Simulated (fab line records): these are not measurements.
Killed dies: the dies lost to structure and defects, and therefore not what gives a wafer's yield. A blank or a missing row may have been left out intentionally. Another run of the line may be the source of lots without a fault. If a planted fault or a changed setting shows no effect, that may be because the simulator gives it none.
One fault through the eyes of 2 desks / flow sky130 / each desk has only its own numbers; what lay behind them comes last

== TOOL OWNER'S DESK, implanter-04 ==
SKY_PWDE_IMPLANT_08, tool's own readings: per-lot mean of the sampled wafers with a number, covering each lot this tool ran. If a lot's mean is further than 4 standard deviations from the usual mean, the lot is out of limits and carries the mark OUT (the distance appears in the brackets).
Columns: A = beamOnS at SKY_PWDE_IMPLANT_08, usual 10.01 s; B = doseIonsCm2 at SKY_PWDE_IMPLANT_08, usual 3.6e+12; C = endStationPressureTorr at SKY_PWDE_IMPLANT_08, usual 5.02e-06 Torr; D = faradayCurrentUA at SKY_PWDE_IMPLANT_08, usual 20.3
lot=L567; first seen here=day 4 00:42; A=9.95; B=3.6e+12; C=4.92e-06; D=20.4
lot=L577; first seen here=day 6 12:12; A=11.18 (+6.9) OUT; B=3.6e+12; C=7.48e-05 (+99 or more) OUT; D=17.7 (-7.6) OUT
lot=L579; first seen here=day 6 21:26; A=11.24 (+7.3) OUT; B=3.6e+12; C=7.39e-05 (+99 or more) OUT; D=17.6 (-7.8) OUT
This desk's finding: out of limits on L577, L579; first on L577, day 6 12:12 (beamOnS at SKY_PWDE_IMPLANT_08). L567 stayed within limits.

== FROM THE METROLOGY DESK ==
What the gauges read, lot by lot, whatever tool the lot ran on: means of the sampled wafers that have a number. If a lot's mean is further than 4 standard deviations from the usual mean, the lot is out of limits and carries the mark OUT (the distance appears in the brackets).
Columns: A = FIELD_ISO_OXIDATION_00_THK at SKY_FIELD_ISO_THK_MEAS_02, usual 11.97 nm; B = PWDE_TW at SKY_PWDE_TW_MEAS_10, usual 374.3; C = PWDE_RS at SKY_NWELL_RS_MEAS_31, usual 5283 ohm/sq; D = VT_ADJUST_NCORE_OVL at SKY_VT_ADJUST_NCORE_OVL_MEAS_08, usual 0.3 nm
lot=L566; first seen here=day 1 14:28; A=11.94; B=370.0; C=5301; D=-1.8
lot=L567; first seen here=day 1 16:38; A=12.23; B=373.3; C=5274; D=1.5
lot=L568; first seen here=day 1 22:02; A=12.08; B=373.9; C=5296; D=-0.9
lot=L569; first seen here=day 2 03:36; A=11.66; B=374.6; C=5281; D=1.3
lot=L570; first seen here=day 2 07:38; A=11.51; B=373.1; C=5246; D=0.0
lot=L577; first seen here=day 3 20:44; A=12.07; B=386.7 (+7.3) OUT; C=4838 (-26) OUT; D=1.5
lot=L579; first seen here=day 4 04:38; A=12.00; B=388.1 (+8.1) OUT; C=4824 (-27) OUT; D=-1.7
lot=L581; first seen here=day 4 16:56; A=12.01; B=375.0; C=5272; D=-1.1
lot=L583; first seen here=day 5 02:14; A=12.00; B=375.0; C=5269; D=1.7
lot=L584; first seen here=day 5 06:32; A=12.05; B=373.2; C=5311; D=0.9
lot=L589; first seen here=day 6 07:13; A=12.25; B=373.2; C=5269; D=0.6
This desk reports L577, L579 out of limits; the earliest was L577 at day 6 12:25 (PWDE_TW at SKY_PWDE_TW_MEAS_10). L566, L567, L568, L569, L570, L581, L583, L584, L589 stayed within limits.

== BROUGHT TOGETHER ==
At day 6 12:12, on L577, L579, the tool owner's desk was in a position to raise an alarm.
On L577, L579, the metrology desk was in a position to raise an alarm at day 6 12:25.
On implanter-04, each named lot ran SKY_PWDE_IMPLANT_08.

== WHAT THE SIMULATOR HAD INSERTED ==
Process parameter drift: implanter-04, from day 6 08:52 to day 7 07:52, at SKY_PWDE_IMPLANT_08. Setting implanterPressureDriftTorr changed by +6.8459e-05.
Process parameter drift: implanter-04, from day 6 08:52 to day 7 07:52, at SKY_PWDE_IMPLANT_08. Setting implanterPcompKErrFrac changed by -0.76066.
Shown lots that were struck: L577, L579.
Hours from the fault's start to each desk's first reading out of limits: the tool owner's desk, 3; the metrology desk, 4.
